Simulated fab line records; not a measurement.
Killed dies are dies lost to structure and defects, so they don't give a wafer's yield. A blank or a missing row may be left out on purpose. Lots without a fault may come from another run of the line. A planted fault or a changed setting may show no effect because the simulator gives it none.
One fault seen from 2 desks	flow sky130	every desk sees just its own numbers, and what lay behind them comes last

== DESK OF THE TOOL OWNER: pvd-sputter-01 ==
The tool's own readings at SKY_METAL1_SPUTTER_02 (material AlCu, target thk 250 nm, time 13.3 s): means of the sampled wafers that have a number, for each lot that ran on this tool. The brackets show how far a lot's mean lies from the usual mean; more than 4 standard deviations puts the lot out of limits, marked OUT.
Columns: A = throttle-valve-pct at SKY_METAL1_SPUTTER_02, usual 29.4 %
lot	first seen here	A
L643	day 33 06:33	29.3
L646	day 34 02:54	28.8
L647	day 34 03:15	29.0
L648	day 34 06:45	28.6
L658	day 40 07:37	29.3
This desk's verdict: no lot among the 5 shows anything out of limits.

== METROLOGY DESK ==
Means of the sampled wafers that have a number, per lot and without regard to the tool the lot ran on: this is what the gauges read. The brackets show how far a lot's mean lies from the usual mean; more than 4 standard deviations puts the lot out of limits, marked OUT.
Columns: A = CONTACT_BOW at SKY_CONTACT_BOW_MEAS_05, usual 83 um; B = METAL1_ALCU_RS at SKY_METAL1_RS_MEAS_05, usual 0.1270 ohm/sq; C = METAL1_ALCU_THK at SKY_METAL1_THK_MEAS_06, usual 245.9 nm; D = METAL1_OVL at SKY_METAL1_OVL_MEAS_16, usual -1 nm
lot	first seen here	A	B	C	D
L643	day 32 00:52	85	0.1274	246.7	7
L646	day 32 20:28	85	0.1274	245.0	-0
L647	day 32 21:25	76	0.1496 (+14) OUT	213.4 (-11) OUT	5
L648	day 33 02:08	83	0.1433 (+10) OUT	222.3 (-7.9) OUT	4
L656	day 33 08:10	86	0.1268	245.4	-1
L657	day 38 16:35	87	0.1269	244.6	-5
L658	day 39 04:29	87	0.1269	245.9	-2
L663	day 39 08:37	85	0.1286	243.6	-10
L659	day 39 11:02	83	0.1258	248.2	5
L665	day 39 14:39	83	0.1264	246.7	4
This desk's result: L647, L648 out of limits, first on L647 (METAL1_ALCU_RS at SKY_METAL1_RS_MEAS_05), day 34 03:22. L643, L646, L656, L657, L658, L663, L659, L665 stayed within limits.

== TAKEN TOGETHER ==
On L647, L648, the metrology desk was in a position to raise an alarm at day 34 03:22.
The desk of the tool owner found nothing out of limits.
Tool owner's desk: L647, L648 on record, inside its limits.
Every lot named ran SKY_METAL1_SPUTTER_02 on pvd-sputter-01.

== WHAT THE SIMULATOR HAD PUT IN ==
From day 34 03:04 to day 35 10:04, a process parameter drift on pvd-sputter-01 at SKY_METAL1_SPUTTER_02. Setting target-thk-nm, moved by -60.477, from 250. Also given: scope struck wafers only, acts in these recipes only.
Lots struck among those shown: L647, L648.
Hours from the fault's start to each desk's first reading out of limits: the metrology desk, 0.
